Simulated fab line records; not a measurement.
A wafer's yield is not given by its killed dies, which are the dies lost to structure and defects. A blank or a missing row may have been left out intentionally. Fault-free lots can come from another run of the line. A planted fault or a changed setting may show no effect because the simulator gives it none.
A struck lot beside a sound one ; flow gf180mcu ; 26 out of 602 route steps
Sound: wafers L924.1, L924.2, L924.6. Struck: wafer L931.2. (L931.4, L931.5 of the same lot were not struck and are left out.) The cause comes at the end.
Order at every step that has rows: each side's tool, ch and its chambers, its first start. Under that, the readings that differ: sound wafers ; struck wafers ; difference of the means ; sigmas: that difference in standard deviations of wafers without a fault.
alike: words and numbers the same on both sides, and readings whose means are apart by under 2 such deviations; not compared: readings that were withheld, readings missing a value for some wafer, numbers with overlapping values and no deviation given by the record, and bounds like >300 which may hide the same value.
The two part at a step that has a row with sigmas, a row that says differs or no value, or rows on one side only. When numbers do not overlap yet have no deviation, they are printed without sigmas and do not part them. Lack of a reading on every wafer of one side parts them only where that side has two or more wafers.

first, 6 steps without rows for these wafers: GF_TOP_METAL_HMDS_08 (prime time 60 s); GF_TOP_METAL_COAT_09 (resist thk 1500 nm); GF_TOP_METAL_SOFTBAKE_10 (time 60 s); GF_TOP_METAL_EXPOSE_11 (exposes mask MetalTop, target cd 440 nm); GF_TOP_METAL_PEB_12; GF_TOP_METAL_DEVELOP_13 (develop time 60 s).
GF_TOP_METAL_CD_MEAS_14: target cd 440 nm.
  sound on cd_sem-02, day 30 13:25; struck on cd_sem-02, day 32 12:29
  alike: cd_nm
GF_TOP_METAL_OVL_MEAS_15:
  sound on overlay-01, day 30 13:32; struck on overlay-01, day 32 12:36
  alike: TOP_METAL_OVL
GF_TOP_METAL_METAL_ETCH_16: etches the open film in Cl2/BCl3, stops on SiO2, target depth 1077.5 nm, time 179.6 s.
  sound on rie_metal-02 ch 0,1, day 30 13:35; struck on rie_metal-03 ch 1, day 32 12:38
  alike: drypump_motor_current_A, oes_product_au, throttle_valve_pct
  not compared: rf_hours_counter_h
GF_TOP_METAL_STRIP_17: strips in O2/N2.
  sound on plasma_asher-03 ch 0,1, day 30 13:45; struck on plasma_asher-03 ch 0, day 32 12:48
reading;sound;struck;difference;sigmas
oes_product_au (a.u.);0.703 0.703 0.706;0.718;+0.014;+3
  alike: drypump_motor_current_A, heater_power_w, strip_time_to_endpoint_s
  not compared: rf_hours_counter_h
then, 2 steps without rows for these wafers: GF_TOP_METAL_STRIP_18 (strips in post etch residue remover, time 1200 s); GF_TOP_METAL_CLEAN_19 (cleans in DIW).
GF_PASSIVATION_CVD_00: deposits SiO2 from TEOS, target thk 1000 nm, time 111.95 s.
  sound on pecvd-02 ch 0,2, day 30 14:19; struck on pecvd-01 ch 2, day 32 13:24
reading;sound;struck;difference;sigmas
run_length_s (s);140.5 139.5 139.6;150.6;+10.7;+21
model.SiO2_of_PASSIVATION_CVD_00.thk_nm (nm);989.5 987.6 1002;1092;+99;
  alike: heater_power_outer_w, heater_power_w
GF_PASSIVATION_THK_MEAS_01:
  sound on film_metro-04, day 30 14:24; struck on film_metro-02, day 32 13:29
reading;sound;struck;difference;sigmas
PASSIVATION_CVD_00_THK (nm);990 987 1003;1092;+99;+8
GF_PASSIVATION_CVD_02: deposits Si3N4, target thk 700 nm, time 486.18 s.
  sound on pecvd-01 ch 0,1, day 30 14:28; struck on pecvd-02 ch 2, day 32 13:32
reading;sound;struck;difference;sigmas
run_length_s (s);515.1 514.3 514.2;513.5;-1.0;-2
  alike: heater_power_outer_w, heater_power_w
GF_PASSIVATION_THK_MEAS_03:
  sound on film_metro-04, day 30 14:44; struck on film_metro-03, day 32 13:50
  alike: PASSIVATION_CVD_02_THK
then, 7 steps without rows for these wafers: GF_PASSIVATION_DEHYDRATE_04 (time 60 s); GF_PASSIVATION_HMDS_05 (prime time 60 s); GF_PASSIVATION_COAT_06 (resist thk 4000 nm); GF_PASSIVATION_SOFTBAKE_07; GF_PASSIVATION_EXPOSE_08 (exposes mask Pad, target cd 40000 nm); GF_PASSIVATION_PEB_09; GF_PASSIVATION_DEVELOP_10 (develop time 60 s).
GF_PASSIVATION_ETCH_11: etches the open film in CF4/O2, stops on TiN, target depth 1800 nm, time 400 s.
  sound on rie_diel-02 ch 0,1, day 31 08:17; struck on rie_diel-01 ch 0, day 33 05:31
reading;sound;struck;difference;sigmas
oes_product_au (a.u.);0.953 0.963 0.964;0.994;+0.034;+5
model.PASSIVATION.feature_depth_nm (nm);1682 1691 1712;1783;+88;
model.etch.depth_nm (nm);1682 1691 1712;1783;+88;
  alike: cf4_flow_sccm, drypump_motor_current_A, throttle_valve_pct
  not compared: rf_hours_counter_h
GF_PASSIVATION_STRIP_12: strips in O2/N2.
  sound on plasma_asher-01 ch 0,1, day 31 08:32; struck on plasma_asher-04 ch 0, day 33 05:46
  alike: drypump_motor_current_A, heater_power_w, oes_product_au, strip_time_to_endpoint_s
  not compared: rf_hours_counter_h
then, 1 step without rows for these wafers: GF_PASSIVATION_PROBE_99.

WHERE THEY PART
Earliest at GF_TOP_METAL_STRIP_17; latest, in this record, at GF_PASSIVATION_ETCH_11. Later steps at which nothing parts them and some readings are alike: GF_PASSIVATION_STRIP_12.

WHY: what the simulator had put in
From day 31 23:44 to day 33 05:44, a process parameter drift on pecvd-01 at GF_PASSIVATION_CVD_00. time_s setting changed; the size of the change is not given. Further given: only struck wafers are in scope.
